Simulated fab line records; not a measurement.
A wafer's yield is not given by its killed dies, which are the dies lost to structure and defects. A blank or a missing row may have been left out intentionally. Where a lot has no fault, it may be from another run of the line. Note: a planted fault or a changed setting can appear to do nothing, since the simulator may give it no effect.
A single fault, viewed from 2 desks ; flow gf180mcu ; each desk has only its own numbers; what lay behind them comes last

FROM THE METROLOGY DESK
Means of the sampled wafers that have a number, per lot and without regard to the tool the lot ran on: this is what the gauges read. If a lot's mean is further than 4 standard deviations from the usual mean, the lot is out of limits and carries the mark OUT (the distance appears in the brackets).
Columns: A = HV_LDD_OVL at GF_HV_LDD_OVL_MEAS_08, usual 1.0 nm; B = HV_LDD_TW at GF_HV_LDD_TW_MEAS_11, usual 2404; C = HV_LDD_CVD_56_THK at GF_HV_LDD_THK_MEAS_57, usual 90.0 nm; D = NSD_OVL at GF_NSD_OVL_MEAS_08, usual -0.4 nm
lot;first seen here;A;B;C;D
L405;day 9 22:54;0.3;2422;90.1;-2.2
L408;day 10 19:39;2.1;2434;89.0;0.4
L409;day 11 03:00;0.9;2389;90.9;1.1
L410;day 11 13:00;0.5;2392;89.4;0.1
L412;day 12 03:40;1.1;2439;92.3;-2.1
L415;day 12 23:55;1.4;2437;89.4;-3.1
L416;day 13 07:34;1.2;2437;89.3;-0.4
L418;day 14 00:00;1.9;2444;90.3;-1.6
L419;day 14 05:40;1.0;2395;91.3;1.0
L420;day 14 15:22;-1.5;2390;143.3 (+62) OUT;-
L423;day 15 10:36;2.4;2372;90.0;0.5
L427;day 16 21:24;1.2;2394;89.7;-0.4
This desk finds L420 out of limits, with the earliest case on L420 at day 17 17:07 (HV_LDD_CVD_56_THK at GF_HV_LDD_THK_MEAS_57). In limits: L405, L408, L409, L410, L412, L415, L416, L418, L419, L423, L427.

FOR THE TOOL OWNER'S DESK: lpcvd-02
The tool's own readings at GF_HV_LDD_CVD_56 (deposits Si3N4 from DCS/NH3, target thk 90 nm, time 1543 s): means of the sampled wafers that have a number, for each lot that ran on this tool. If a lot's mean is further than 4 standard deviations from the usual mean, the lot is out of limits and carries the mark OUT (the distance appears in the brackets). It has 8 readings, of which 7 appear: the earliest out of limits, and the ones furthest out on some lot.
Columns: A = spike tc bottom C at GF_HV_LDD_CVD_56, usual 787.3 C; B = spike tc centre C at GF_HV_LDD_CVD_56, usual 770.1 C; C = spike tc lower C at GF_HV_LDD_CVD_56, usual 770.3 C; D = spike tc top C at GF_HV_LDD_CVD_56, usual 783.4 C; E = spike tc upper C at GF_HV_LDD_CVD_56, usual 769.9 C; F = zone power centre pct at GF_HV_LDD_CVD_56, usual 13.6 %; G = zone power lower pct at GF_HV_LDD_CVD_56, usual 13.88 %
lot;first seen here;A;B;C;D;E;F;G
L405;day 12 07:47;788.0;769.9;771.0;783.4;769.2;13.4;13.67
L409;day 13 15:32;786.9;770.0;771.4;783.9;769.3;13.3;13.75
L412;day 14 18:34;789.4;770.7;769.2;783.2;769.0;14.1;14.06
L418;day 16 19:32;787.4;771.2;771.6;783.5;769.4;13.4;13.83
L419;day 17 03:20;788.1;770.8;770.2;783.2;769.8;14.0;13.94
L420;day 17 13:53;813.2 (+16) OUT;796.0 (+20) OUT;794.5 (+20) OUT;807.0 (+17) OUT;794.1 (+22) OUT;15.1 (+4.1) OUT;14.92 (+5.8) OUT
This desk's verdict: out of limits on L420, starting with L420 at day 17 13:53 (spike tc bottom C at GF_HV_LDD_CVD_56). In limits: L405, L409, L412, L418, L419.

TAKEN TOGETHER
At day 17 13:53, on L420, the tool owner's desk was in a position to raise an alarm.
On L420, the metrology desk was in a position to raise an alarm at day 17 17:07.
The lots listed all ran GF_HV_LDD_CVD_56 on lpcvd-02.

WHAT THE SIMULATOR PUT IN
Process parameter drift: lpcvd-02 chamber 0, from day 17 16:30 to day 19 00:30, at GF_HV_LDD_CVD_56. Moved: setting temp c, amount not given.
Lots struck among those shown: L420.
